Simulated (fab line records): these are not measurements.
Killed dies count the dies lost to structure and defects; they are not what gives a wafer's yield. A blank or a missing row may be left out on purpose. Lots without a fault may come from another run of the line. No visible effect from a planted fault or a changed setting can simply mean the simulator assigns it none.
fab line records -- flow sky130
record lots=7, wafers=18, last-day=50
route steps=708 shown FIELD_ISO@6 PAD_OPEN@708
lots with no fault: from the same line, run without faults
start-h: hours from the record's opening day to when the first of the lot's shown wafers began -- wait-h: time in hours since the lot's previous step -- " repeats the value in the row above -- L1.1+2: a row that stands for several wafers -- - no value, or no start given -- * or withheld: withheld -- < > ~ a bound
route shown NAME@n: names a module that has steps shown in the file, with the first one's number in the route -- usual: mean and standard deviation over wafers with no fault -- same: alike in all rows -- chamber/n: place in a boat -- sites: each site's reading -- _std_site: how widely they spread, as a standard deviation -- _edge_site: mean of outer sites minus mean of inner sites -- radius-mm: for every site, how far away it sits from the centre of the wafer -- mask NAME#n: copy n -- behind: the most recent tool/chamber to have shaped the wafer -- hold: reason for holding the lot/hours on hold/outcome of the hold -- device: the transistor (n, p or np) that didn't switch -- end of line: the route-end tests of the same wafers -- a step without rows: its recipe alone -- killed: the dies lost at the first sort to structure and to defects; this is not the yield of the wafer -- map: shows each die of a wafer: x if killed, . if not, _ if none is there
set.NAME: setting as actually run; set.NAME@STEP: the setting as run at that earlier step -- model.NAME: the simulator's own value behind a step, which no gauge read
lots at selected steps of the route; one table per step, one row per wafer
services: from which hour (start-h, from the record's first day; less than 0 if before it) a tool's chamber was out of use, for how many hours, and why
## steps
# step SKY_FIELD_ISO_DEHYDRATE_05
# recipe temp-c=200, time-s=60
# step SKY_FIELD_ISO_HMDS_06
# recipe prime-time-s=60, prime-temp-c=120
# step SKY_FIELD_ISO_COAT_07
# recipe resist=BARC, temp-c=withheld, time-s=withheld, spin-rpm=3000, resist-thk-nm=60
# step SKY_FIELD_ISO_COAT_08
# recipe resist=KrF-thick, spin-rpm=3000, resist-thk-nm=450
# step SKY_FIELD_ISO_SOFTBAKE_09
# recipe temp-c=100, time-s=90, resist=KrF-thick
# step SKY_FIELD_ISO_EXPOSE_10
# recipe mask-id=FOM, na=0.68, source-shape=annular, sigma-inner=0.4, sigma-outer=0.8, target-cd-nm=150, dose-mj=28
# step SKY_FIELD_ISO_PEB_11
# recipe peb-temp-c=withheld, peb-time-s=withheld, resist=KrF-thick
# step SKY_FIELD_ISO_DEVELOP_12
# recipe develop-time-s=60, resist=KrF-thick, dev-temp-c=21
# step SKY_FIELD_ISO_CD_MEAS_13
# recipe target-cd-nm=150
# usual cd-nm=149.4/1.8
lot.wafer,tool,chamber,start-h,wait-h,cd-nm
L340.1,cd-sem-01,-,49.38,-,149.6
L340.3,cd-sem-01,-,49.38,-,148.9
L340.5,cd-sem-01,-,49.38,-,149.5
L341.1,cd-sem-02,-,55.55,-,150.3
L341.3,cd-sem-02,-,55.55,-,148.0
L341.5,cd-sem-02,-,55.55,-,149.6
L343.1,cd-sem-02,-,64.50,-,145.6
L343.2,cd-sem-02,-,64.50,-,145.5
L343.3,cd-sem-02,-,64.50,-,146.0
L344.1,cd-sem-01,-,70.83,-,151.8
L344.4,cd-sem-01,-,70.83,-,152.0
L344.5,cd-sem-01,-,70.83,-,150.4
L351.1,cd-sem-02,-,109.22,-,150.5
L351.3,cd-sem-02,-,109.22,-,150.9
L353.4,cd-sem-02,-,119.33,-,148.8
L353.6,cd-sem-02,-,119.33,-,148.6
L356.1,cd-sem-02,-,132.48,-,151.2
L356.6,cd-sem-02,-,132.48,-,153.0
# step SKY_FIELD_ISO_ETCH_14
# recipe chemistry=N2/H2, target=BARC, ion-energy-ev=200, source-w=500, bias-w=100, pressure-mtorr=30, n2-flow-sccm=100, h2-flow-sccm=200, stop-on=SiO2, time-s=45.9, target-depth-a=600
# usual drypump-motor-current-A=5.7/0.49, oes-product-au=0.854/0.0049, throttle-valve-pct=13.224/0.0083
lot.wafer,tool,chamber,start-h,wait-h,drypump-motor-current-A,oes-product-au,rf-hours-counter-h,throttle-valve-pct
L340.1,rie-diel-02,2,49.50,0.1,6.5,0.846,26,13.223
L340.3,rie-diel-02,3,49.50,0.1,5.2,0.845,57,13.208
L340.5,rie-diel-02,2,49.50,0.1,6.5,0.852,-,13.243
L341.1,rie-diel-03,0,55.67,0.1,5.4,0.854,67,13.221
L341.3,rie-diel-03,3,55.67,0.1,5.3,0.853,58,13.213
L341.5,rie-diel-03,0,55.67,0.1,5.4,0.850,-,13.208
L343.1,rie-diel-03,0,64.62,0.1,5.4,0.865,67,13.228
L343.2,rie-diel-03,1,64.62,0.1,6.4,0.851,140,13.220
L343.3,rie-diel-03,2,64.62,0.1,5.9,0.855,82,13.237
L344.1,rie-diel-04,0,70.95,0.1,5.5,0.855,142,13.224
L344.4,rie-diel-04,3,70.95,0.1,6.6,0.855,6,13.226
L344.5,rie-diel-04,0,70.95,0.1,5.5,0.843,-,13.226
L351.1,rie-diel-04,1,109.34,0.1,5.2,0.856,154,13.219
L351.3,rie-diel-04,0,109.34,0.1,5.5,0.849,143,13.225
L353.4,rie-diel-03,1,119.39,0.0,6.4,0.857,140,13.227
L353.6,rie-diel-03,1,119.39,0.0,6.4,0.854,-,13.247
L356.1,rie-diel-03,2,132.60,0.1,5.9,0.853,83,13.214
L356.6,rie-diel-03,2,132.60,0.1,5.9,0.847,-,13.237
# step SKY_FIELD_ISO_ETCH_15
# recipe chemistry=CHF3/O2, target-depth-nm=180, stop-on=Si, source-w=600, bias-w=200, pressure-mtorr=40, chf3-flow-sccm=50, O2_flow_sccm=5, time-s=72
# usual drypump-motor-current-A=5.7/0.49, oes-product-au=0.944/0.0074, throttle-valve-pct=8.842/0.0092
lot.wafer,tool,chamber,start-h,wait-h,drypump-motor-current-A,oes-product-au,rf-hours-counter-h,throttle-valve-pct
L340.1,rie-diel-02,2,49.55,0.0,6.5,0.948,26,8.856
L340.3,rie-diel-02,3,49.55,0.0,5.2,0.961,57,8.838
L340.5,rie-diel-02,2,49.55,0.0,6.4,0.956,-,8.839
L341.1,rie-diel-03,0,55.72,0.0,5.3,0.951,67,8.842
L341.3,rie-diel-03,3,55.72,0.0,5.2,0.956,58,8.859
L341.5,rie-diel-03,0,55.72,0.0,5.4,0.942,-,8.825
L343.1,rie-diel-03,0,64.67,0.0,5.3,0.943,67,8.843
L343.2,rie-diel-03,1,64.67,0.0,6.4,0.943,140,8.842
L343.3,rie-diel-03,2,64.67,0.0,5.9,0.947,82,8.843
L344.1,rie-diel-04,0,71.00,0.0,5.5,0.948,142,8.830
L344.4,rie-diel-04,3,71.00,0.0,6.6,0.944,6,8.840
L344.5,rie-diel-04,0,71.00,0.0,5.5,0.948,-,8.860
L351.1,rie-diel-04,1,109.38,0.0,5.1,0.941,154,8.848
L351.3,rie-diel-04,0,109.38,0.0,5.5,0.950,143,8.848
L353.4,rie-diel-03,1,119.43,0.0,6.4,0.935,140,8.832
L353.6,rie-diel-03,1,119.43,0.0,6.4,0.928,-,8.837
L356.1,rie-diel-03,2,132.65,0.0,5.8,0.945,83,8.836
L356.6,rie-diel-03,2,132.65,0.0,5.8,0.957,-,8.842
# step SKY_FIELD_ISO_STRIP_16
# recipe chemistry=O2/N2, power-w=1400, pressure-mtorr=1500, platen-temp-c=withheld, o2-flow-sccm=3000, n2-flow-sccm=300, overash-fraction=0.5
# usual drypump-motor-current-A=5.5/0.4, oes-product-au=0.378/0.0047, strip-time-to-endpoint-s=3.539/0.024
lot.wafer,tool,chamber,start-h,wait-h,drypump-motor-current-A,oes-product-au,rf-hours-counter-h,strip-time-to-endpoint-s
L340.1,plasma-asher-03,1,49.60,0.0,5.6,0.381,36,3.544
L340.3,plasma-asher-03,0,49.60,0.0,5.6,0.378,-,3.509
L340.5,plasma-asher-03,0,49.60,0.0,5.6,0.382,-,3.578
L341.1,plasma-asher-04,1,55.77,0.0,5.4,0.374,37,3.511
L341.3,plasma-asher-04,1,55.77,0.0,5.4,0.369,-,3.517
L341.5,plasma-asher-04,1,55.77,0.0,5.4,0.377,-,3.545
L343.1,plasma-asher-04,0,64.72,0.0,5.8,0.381,38,3.552
L343.2,plasma-asher-04,1,64.72,0.0,5.3,0.375,38,3.563
L343.3,plasma-asher-04,1,64.72,0.0,5.3,0.378,-,3.584
L344.1,plasma-asher-04,0,71.05,0.0,5.8,0.391,39,3.577
L344.4,plasma-asher-04,1,71.05,0.0,5.3,0.378,-,3.495
L344.5,plasma-asher-04,0,71.05,0.0,5.9,0.378,-,3.580
L351.1,plasma-asher-03,0,109.43,0.0,5.5,0.379,41,3.562
L351.3,plasma-asher-03,0,109.43,0.0,5.5,0.378,-,3.561
L353.4,plasma-asher-03,1,119.52,0.1,5.6,0.382,-,3.529
L353.6,plasma-asher-03,1,119.52,0.1,5.6,0.376,-,3.557
L356.1,plasma-asher-04,1,132.70,0.0,5.4,0.383,1,3.537
L356.6,plasma-asher-04,1,132.70,0.0,5.3,0.387,-,3.540
# step SKY_FIELD_ISO_ETCH_17
# recipe target-depth-a=3420, mask-material=Si3N4, chemistry=HBr/Cl2/O2, target=Si, taper-deg=5, icp-w=600, bias-w=150, pressure-mtorr=15, HBr_flow_sccm=150, Cl2_flow_sccm=40, O2_flow_sccm=6, time-s=97.7
# usual drypump-motor-current-A=5.9/0.5, oes-product-au=0.998/0.0074, throttle-valve-pct=25.658/0.011
lot.wafer,tool,chamber,start-h,wait-h,drypump-motor-current-A,oes-product-au,rf-hours-counter-h,throttle-valve-pct,model.etch.depth-nm,model.FIELD_ISO.feature-depth-nm,model.Si3N4_of_FIELD_ISO_CVD_03.thk-nm
L340.1,rie-si-02,2,49.70,0.1,5.6,0.995,23,25.674,337.6,337.6,152
L340.3,rie-si-02,3,49.70,0.1,6.5,0.994,126,25.680,336.4,336.4,151.8
L340.5,rie-si-02,2,49.70,0.1,5.6,0.998,-,25.664,339,339,152
L341.1,rie-si-02,0,55.87,0.1,6.4,1.004,4,25.643,345,345,151
L341.3,rie-si-02,1,55.87,0.1,6.1,1.008,56,25.650,343.5,343.5,151.4
L341.5,rie-si-02,0,55.87,0.1,6.4,1.007,-,25.643,344.8,344.8,151
L343.1,rie-si-01,2,64.82,0.1,6.0,1.009,3,25.670,341.5,341.5,148.7
L343.2,rie-si-01,0,64.82,0.1,5.1,1.009,84,25.638,344.7,344.7,150.3
L343.3,rie-si-01,3,64.82,0.1,5.3,0.998,49,25.656,340.6,340.6,149.2
L344.1,rie-si-02,0,71.15,0.1,6.4,1.001,4,25.643,344.5,344.5,150.4
L344.4,rie-si-02,3,71.15,0.1,6.5,1.001,126,25.671,340.9,340.9,148.7
L344.5,rie-si-02,2,71.15,0.1,5.6,0.997,-,25.657,343.6,343.6,149.8
L351.1,rie-si-01,0,109.53,0.1,5.1,0.826,85,25.765,250.6,250.6,153.7
L351.3,rie-si-01,2,109.53,0.1,6.0,1.014,3,25.633,349.1,349.1,150.3
L353.4,rie-si-01,0,119.58,0.0,5.1,0.831,85,25.765,251.1,251.1,150.9
L353.6,rie-si-01,2,119.58,0.0,6.0,0.996,-,25.659,340.6,340.6,145.5
L356.1,rie-si-01,0,132.80,0.1,5.1,0.817,85,25.787,246,246,153.8
L356.6,rie-si-01,1,132.80,0.1,5.3,0.995,-,25.649,339.3,339.3,149.3
# step SKY_FIELD_ISO_WET_ETCH_18
# recipe chemistry=H3PO4, target-depth-nm=25, temp-c=160, target=Si3N4, time-s=286
# step SKY_FIELD_ISO_CLEAN_19
# recipe chemistry=SC1/SC2, mix=1:4:20, temp-c=70, time-s=150
# step SKY_FIELD_ISO_CLEAN_20
# recipe chemistry=dHF, time-s=20, dilution=100:1
# step SKY_FIELD_ISO_WET_ETCH_21
# recipe chemistry=dHF, dilution=100:1, target-depth-nm=20, dry=ipa-marangoni, target=SiO2, temp-c=25, time-s=400
# step SKY_FIELD_ISO_OXIDATION_22
# recipe temp-c=950, ambient=O2, stabilise-s=600, purge-s=300, target-thk-a=100, ox-time-s=623
# step SKY_FIELD_ISO_THK_MEAS_23
# recipe reads=SiO2_of_FIELD_ISO_OXIDATION_22
# usual FIELD_ISO_OXIDATION_01_THK=9.91/0.18
lot.wafer,tool,chamber,start-h,wait-h,FIELD_ISO_OXIDATION_01_THK[nm]
L340.1,film-metro-02,-,51.26,0.0,10.20
L340.3,film-metro-02,-,51.26,0.0,10.13
L340.5,film-metro-02,-,51.26,0.0,10.12
L341.1,film-metro-01,-,58.33,0.0,10.16
L341.3,film-metro-01,-,58.33,0.0,9.99
L341.5,film-metro-01,-,58.33,0.0,9.75
L343.1,film-metro-03,-,67.72,0.0,9.93
L343.2,film-metro-03,-,67.72,0.0,10.08
L343.3,film-metro-03,-,67.72,0.0,10.03
L344.1,film-metro-01,-,75.87,0.0,9.84
L344.4,film-metro-01,-,75.87,0.0,10.06
L344.5,film-metro-01,-,75.87,0.0,9.95
L351.1,film-metro-02,-,111.05,0.0,9.96
L351.3,film-metro-02,-,111.05,0.0,9.93
L353.4,film-metro-02,-,121.13,0.0,9.46
L353.6,film-metro-02,-,121.13,0.0,9.43
L356.1,film-metro-01,-,136.41,0.0,9.80
L356.6,film-metro-01,-,136.41,0.0,9.94
# step SKY_FIELD_ISO_CVD_24
# recipe material=SiO2, target-thk-nm=595, temp-c=650, sigma-open-frac=0.3, time-s=99.2, sih4-flow-sccm=60, pressure-mtorr=6
# step SKY_FIELD_ISO_THK_MEAS_25
# recipe reads=SiO2_of_FIELD_ISO_CVD_24
# usual FIELD_ISO_CVD_24_THK=593/5.1
lot.wafer,tool,chamber,start-h,wait-h,FIELD_ISO_CVD_24_THK[nm]
L340.1,film-metro-03,-,51.43,0.1,605
L340.3,film-metro-03,-,51.43,0.1,603
L340.5,film-metro-03,-,51.43,0.1,601
L341.1,film-metro-01,-,58.46,0.0,599
L341.3,film-metro-01,-,58.46,0.0,588
L341.5,film-metro-01,-,58.46,0.0,592
L343.1,film-metro-02,-,67.93,0.0,602
L343.2,film-metro-02,-,67.93,0.0,597
L343.3,film-metro-02,-,67.93,0.0,604
L344.1,film-metro-01,-,76.00,0.0,591
L344.4,film-metro-01,-,76.00,0.0,588
L344.5,film-metro-01,-,76.00,0.0,599
L351.1,film-metro-03,-,111.18,0.0,592
L351.3,film-metro-03,-,111.18,0.0,588
L353.4,film-metro-03,-,121.26,0.0,584
L353.6,film-metro-03,-,121.26,0.0,591
L356.1,film-metro-03,-,136.54,0.0,601
L356.6,film-metro-03,-,136.54,0.0,595
# step SKY_FIELD_ISO_ANNEAL_26
# recipe temp-c=1000, time-s=1800, ambient=N2
# step SKY_FIELD_ISO_CMP_27
# recipe stop-on=Si3N4, t-overpolish-s=16, down-force-psi=4, platen-rpm=60, target-thk-nm=457.8, pad-velocity-m-s=0.94248
# usual motor-current-A=12.4/0.77, overpolish-run-s=16.000/0.0096, slurry-flow-ml-min=150.0/0.43, time-to-endpoint-s=111/3.5
# same t-overpolish-s=16
lot.wafer,tool,chamber,start-h,wait-h,motor-current-A,overpolish-run-s,slurry-flow-ml-min,time-to-endpoint-s
L340.3,cmp-02,0,53.09,0.1,13.7,15.994,150.2,114
L340.1,cmp-02,1,53.09,0.1,11.7,16.000,149.9,110
L340.5,cmp-02,2,53.09,0.1,11.5,16.001,150.0,108
L341.3,cmp-01,1,60.07,0.1,13.0,16.013,150.6,114
L341.1,cmp-01,3,60.07,0.1,12.6,16.000,150.2,114
L341.5,cmp-01,0,60.07,0.1,11.1,16.023,148.9,114
L343.2,cmp-02,3,71.87,0.1,13.5,15.985,150.2,116
L343.1,cmp-02,0,71.87,0.1,13.2,16.004,150.6,119
L343.3,cmp-02,1,71.87,0.1,11.8,15.997,150.1,116
L344.1,cmp-02,2,80.11,0.0,12.3,16.016,149.2,112
L344.4,cmp-02,3,80.11,0.0,13.1,16.017,149.8,106
L344.5,cmp-02,2,80.11,0.0,12.0,16.011,149.9,109
L351.1,cmp-02,0,114.28,0.2,13.7,16.018,150.2,114
L351.3,cmp-02,1,114.28,0.2,11.7,15.992,150.4,117
L353.4,cmp-02,3,125.81,1.2,13.0,16.004,149.4,109
L353.6,cmp-02,3,125.81,1.2,13.2,16.006,150.1,113
L356.1,cmp-02,1,139.57,0.1,11.4,16.002,150.5,111
L356.6,cmp-02,2,139.57,0.1,11.9,15.993,150.7,111
# step SKY_FIELD_ISO_WET_ETCH_28
# recipe chemistry=dHF, target-depth-nm=23.7, target=SiO2, dilution=10:1, temp-c=25, time-s=47
lot.wafer,tool,chamber,start-h,wait-h,model.Si3N4_of_FIELD_ISO_CVD_03.thk-nm
L340.1+5,wet-bench-01,2,53.29,0.1,121.8
L340.3,wet-bench-01,2,53.29,0.1,121.6
L341.1,wet-bench-01,2,60.32,0.1,119.4
L341.3,wet-bench-01,2,60.32,0.1,119.9
L341.5,wet-bench-01,2,60.32,0.1,119.5
L343.1,wet-bench-03,0,72.12,0.1,117.7
L343.2,wet-bench-03,0,72.12,0.1,119.3
L343.3,wet-bench-03,0,72.12,0.1,118.1
L344.1,wet-bench-01,3,80.41,0.2,119.6
L344.4,wet-bench-01,3,80.41,0.2,117.8
L344.5,wet-bench-01,3,80.41,0.2,118.9
L351.1,wet-bench-02,2,114.58,0.2,123.2
L351.3,wet-bench-02,2,114.58,0.2,119.8
L353.4,wet-bench-01,2,126.11,0.2,119.3
L353.6,wet-bench-01,2,126.11,0.2,113.9
L356.1,wet-bench-01,3,139.72,0.1,123
L356.6,wet-bench-01,3,139.72,0.1,118.4
# step SKY_FIELD_ISO_WET_ETCH_29
# recipe chemistry=H3PO4, target-depth-nm=160, target=Si3N4, temp-c=160, time-s=1825
# step SKY_PAD_OPEN_PROBE_99
# usual killed_at_M0_to_M3=44/7, killed_at_M4_up=3.0/1.7, killed-at-contacts=24/5.2, killed-at-front-end=15/4.8, killed-at-other=0.2/0.56, killed-dies=86/9.7, killed-open=47/7.1, killed-short=39/6.3
# same gross-dies=492, killed-at-back-side=0
lot.wafer,tool,chamber,start-h,wait-h,killed_at_M0_to_M3,killed_at_M4_up,killed-at-contacts,killed-at-front-end,killed-at-other,killed-dies,killed-open,killed-short,model.etest.res_p_drift_20v.line-ohm-um,model.etest.pfet_16v.r-on-ohm-um,model.etest.res_p_drift_20v.rs-ohm-sq,model.etest.res-iso-pwell.rs-ohm-sq,model.etest.res-iso-pwell.line-ohm-um,model.etest.res-nwell.line-ohm-um,model.etest.res-nwell.rs-ohm-sq,model.etest.cap-poly-to-well.c-af-um2
L340.1,prober-02,-,1102.75,0.1,48,2,23,12,0,85,50,35,1.118e+04,1.519e+04,9351,3086,1160,1136,951.5,92.76
L340.3,prober-02,-,1102.85,0.2,51,5,22,12,0,90,41,49,1.103e+04,1.517e+04,9316,3088,1169,1131,952.7,89.89
L340.5,prober-02,-,1102.95,0.2,36,2,26,11,0,75,52,23,1.108e+04,1.511e+04,9363,3083,1169,1120,948.7,92.51
L341.1,prober-01,-,1112.04,0.1,41,8,34,24,0,107,53,51,1.105e+04,1.543e+04,9186,2995,1135,1222,1009,91.59
L341.3,prober-01,-,1112.14,0.2,42,5,32,14,0,93,50,43,1.087e+04,1.526e+04,9135,2984,1109,1208,999.5,91.04
L341.5,prober-01,-,1112.24,0.2,32,2,28,25,0,87,57,30,1.096e+04,1.534e+04,9176,3003,1134,1220,1007,89.12
L343.1,prober-02,-,1127.88,0.1,58,2,43,11,0,114,52,62,1.166e+04,1.49e+04,9746,2901,1101,1084,910.9,93.73
L343.2,prober-02,-,1127.93,0.1,46,4,32,15,0,97,45,52,1.2e+04,1.52e+04,1.011e+04,2983,1126,1107,912.5,90.91
L343.3,prober-02,-,1127.98,0.2,37,4,30,14,0,85,42,43,1.171e+04,1.49e+04,9799,2914,1089,1099,910.1,91.37
L344.1,prober-02,-,1137.29,0.1,54,3,16,16,0,89,43,46,1.069e+04,1.485e+04,9141,2980,1127,1147,960.5,92.06
L344.4,prober-02,-,1137.44,0.2,43,1,15,10,0,69,33,36,1.052e+04,1.491e+04,8963,2933,1097,1144,950.1,91.36
L344.5,prober-02,-,1137.49,0.2,42,2,22,14,0,80,44,36,1.063e+04,1.507e+04,8980,2989,1117,1152,958,94.06
L351.1,prober-02,-,1168.15,0.1,52,2,25,14,1,94,52,41,8262,1.29e+04,6940,2048,769,899.9,753.8,116.2
L351.3,prober-02,-,1168.25,0.2,58,7,16,26,3,110,62,47,1.127e+04,1.56e+04,9599,3338,1275,1140,962.5,90.02
L353.4,prober-02,-,1182.81,0.2,44,4,26,13,0,87,45,42,7792,1.273e+04,6638,2041,767.5,911.2,753.5,118.5
L353.6,prober-02,-,1182.91,0.2,43,3,25,12,0,83,47,35,9940,1.475e+04,8334,3112,1161,1093,918.1,92.95
L356.1,prober-01,-,1192.08,0.1,54,4,25,17,0,100,52,48,8110,1.264e+04,6762,2078,772.1,917.2,752.1,121.1
L356.6,prober-01,-,1192.33,0.2,63,1,24,4,0,92,52,40,1.1e+04,1.538e+04,9226,3421,1301,1084,941.9,91.97
# killed by level:class
L340.1 VIA2:geometric-particle:open=11 METAL1:geometric-particle:short=8 CONTACT:geometric-particle:open=7 VIA1:geometric-particle:open=7 VIA3:geometric-particle:open=7 FIELD_ISO:geometric-particle:open=6 LI_CONTACT:geometric-particle:open=6 CONTACT:geometric-particle:short=6
L340.3 VIA1:geometric-particle:open=15 METAL1:geometric-particle:short=9 VIA1:geometric-particle:short=7 METAL2:geometric-particle:short=6 VIA2:geometric-particle:open=6 FIELD_ISO:geometric-particle:short=5 LI_CONTACT:geometric-particle:open=5 LOCAL_INTERCONNECT:geometric-particle:short=5
L340.5 LI_CONTACT:geometric-particle:open=11 CONTACT:geometric-particle:open=9 VIA1:geometric-particle:open=9 VIA3:geometric-particle:open=7 VIA2:geometric-particle:open=6 FIELD_ISO:geometric-particle:open=4 METAL2:geometric-particle:short=4 CONTACT:geometric-particle:short=3
L341.1 CONTACT:geometric-particle:short=10 CONTACT:geometric-particle:open=10 LI_CONTACT:geometric-particle:open=9 METAL2:geometric-particle:short=9 VIA1:geometric-particle:open=8 FIELD_ISO:geometric-particle:open=7 POLY_GATE:geometric-particle:short=7 VIA2:geometric-particle:open=6
L341.3 VIA1:geometric-particle:open=11 LI_CONTACT:geometric-particle:open=9 CONTACT:geometric-particle:open=9 VIA3:geometric-particle:open=9 FIELD_ISO:geometric-particle:short=6 METAL3:geometric-particle:short=6 CONTACT:geometric-particle:short=5 METAL1:geometric-particle:short=5
L341.5 CONTACT:geometric-particle:open=12 LI_CONTACT:geometric-particle:open=9 VIA1:geometric-particle:open=9 VIA2:geometric-particle:open=8 FIELD_ISO:geometric-particle:open=7 FIELD_ISO:geometric-particle:short=6 VIA3:geometric-particle:open=4 POLY_GATE:geometric-particle:open=4
L343.1 VIA1:geometric-particle:open=13 METAL1:geometric-particle:short=12 CONTACT:geometric-particle:open=11 LI_CONTACT:geometric-particle:short=9 CONTACT:geometric-particle:short=8 LI_CONTACT:geometric-particle:open=7 LOCAL_INTERCONNECT:geometric-particle:short=7 METAL3:geometric-particle:short=7
L343.2 CONTACT:geometric-particle:open=10 LI_CONTACT:geometric-particle:short=9 VIA1:geometric-particle:short=9 VIA1:geometric-particle:open=9 METAL3:geometric-particle:short=7 CONTACT:geometric-particle:short=6 METAL1:geometric-particle:short=6 VIA2:geometric-particle:open=6
L343.3 CONTACT:geometric-particle:open=14 VIA1:geometric-particle:open=11 METAL2:geometric-particle:short=7 LOCAL_INTERCONNECT:geometric-particle:short=6 CONTACT:geometric-particle:short=6 FIELD_ISO:geometric-particle:short=5 POLY_GATE:geometric-particle:short=5 VIA1:geometric-particle:short=5
L344.1 VIA1:geometric-particle:open=14 METAL2:geometric-particle:short=9 VIA3:geometric-particle:open=8 CONTACT:geometric-particle:open=7 FIELD_ISO:geometric-particle:short=6 LOCAL_INTERCONNECT:geometric-particle:short=5 VIA2:geometric-particle:open=5 POLY_GATE:geometric-particle:open=4
L344.4 METAL2:geometric-particle:short=11 CONTACT:geometric-particle:open=8 VIA1:geometric-particle:open=7 POLY_GATE:geometric-particle:short=5 VIA2:geometric-particle:open=5 CONTACT:geometric-particle:short=4 POLY_GATE:geometric-particle:open=3 METAL1:geometric-particle:short=3
L344.5 CONTACT:geometric-particle:open=12 VIA1:geometric-particle:open=8 METAL2:geometric-particle:short=6 POLY_GATE:geometric-particle:open=5 METAL1:geometric-particle:short=5 METAL3:geometric-particle:short=5 VIA3:geometric-particle:open=4 LI_CONTACT:geometric-particle:open=4
L351.1 VIA1:geometric-particle:open=11 LI_CONTACT:geometric-particle:open=10 METAL1:geometric-particle:short=9 VIA1:geometric-particle:short=7 VIA3:geometric-particle:open=7 CONTACT:geometric-particle:open=6 METAL2:geometric-particle:short=6 FIELD_ISO:geometric-particle:open=5
L351.3 VIA1:geometric-particle:open=18 VIA2:geometric-particle:open=11 METAL2:geometric-particle:short=10 FIELD_ISO:geometric-particle:open=7 FIELD_ISO:geometric-particle:short=7 LI_CONTACT:geometric-particle:open=6 CONTACT:geometric-particle:open=6 METAL4:geometric-particle:short=5
L353.4 VIA1:geometric-particle:open=13 LI_CONTACT:geometric-particle:open=7 CONTACT:geometric-particle:open=7 METAL1:geometric-particle:short=7 LOCAL_INTERCONNECT:geometric-particle:short=5 VIA2:geometric-particle:open=5 FIELD_ISO:geometric-particle:short=4 FIELD_ISO:geometric-particle:open=4
L353.6 VIA1:geometric-particle:open=11 LI_CONTACT:geometric-particle:open=9 VIA1:geometric-particle:short=7 VIA3:geometric-particle:open=7 CONTACT:geometric-particle:open=6 LOCAL_INTERCONNECT:geometric-particle:short=5 VIA2:geometric-particle:open=4 VIA3:geometric-particle:short=4
L356.1 VIA1:geometric-particle:open=14 CONTACT:geometric-particle:open=11 VIA3:geometric-particle:open=7 METAL1:geometric-particle:short=6 METAL3:geometric-particle:short=6 FIELD_ISO:geometric-particle:short=5 LI_CONTACT:geometric-particle:open=5 METAL2:geometric-particle:short=5
L356.6 VIA1:geometric-particle:open=15 CONTACT:geometric-particle:open=13 VIA3:geometric-particle:open=10 VIA1:geometric-particle:short=8 METAL2:geometric-particle:short=7 METAL1:geometric-particle:short=6 VIA2:geometric-particle:short=6 VIA2:geometric-particle:open=6
## services
tool,chamber,start-h,hours,kind
rie-si-01,-,38.22,3.0,repair
cmp-02,-,42.81,0.6,repair
rie-diel-04,-,49.12,0.7,repair
cmp-02,-,54.04,7.0,pm
cmp-01,-,64.00,4.0,pm
cmp-01,-,68.00,-,consumable-replace:conditioner
cmp-01,-,68.00,-,consumable-replace:pad
rie-si-01,3,77.21,2.6,repair
rie-diel-04,2,89.24,1.2,repair
rie-diel-03,1,95.32,4.2,repair
cmp-01,-,100.57,49.6,repair
rie-diel-04,-,105.37,0.5,repair
plasma-asher-04,-,108.75,9.0,pm
plasma-asher-04,0,108.75,9.0,vent-cycle
plasma-asher-04,1,108.75,9.0,vent-cycle
plasma-asher-04,0,117.75,-,clean
plasma-asher-04,1,117.75,-,clean
cmp-02,-,122.04,2.9,repair
plasma-asher-04,-,127.10,0.7,repair
cmp-02,-,128.84,5.2,repair
rie-diel-02,3,138.93,6.3,repair
## key
first-sign step=SKY_FIELD_ISO_ETCH_17, reading=oes-product-au, direction=down, sigmas=23, usual=0.998, struck=0.825
effect step=SKY_FIELD_ISO_ETCH_17, reading=throttle-valve-pct, direction=up, sigmas=11, usual=25.658, struck=25.772
model-effect step=SKY_FIELD_ISO_ETCH_17, value=etch.depth-nm, without=344.7, struck=249.2
model-effect step=SKY_FIELD_ISO_WET_ETCH_28, value=Si3N4_of_FIELD_ISO_CVD_03.thk-nm, without=117.7, struck=121.9
model-effect step=SKY_PAD_OPEN_PROBE_99, value=etest.res_p_drift_20v.line-ohm-um, without=1.082e+04, struck=8055
met-at SKY_FIELD_ISO_ETCH_17
struck-wafers L351.1,L353.4,L356.1
tester-left-out L351,L353,L356
onset-between 64.82 109.53
fault kind=process-parameter-drift, tool=rie-si-01, chamber=-, onset-h=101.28, steps=SKY_FIELD_ISO_ETCH_17, channel=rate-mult, offset=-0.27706, shape=step, end-h=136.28, scope=struck-wafers-only
# tester-left-out: of these lots the tester's yield and bins aren't shown, on N5 and GAA mostly nor the transistor test; their killed dies are dies lost to structure and defects alone, not to doping, threshold or leakage, so they don't give the yield
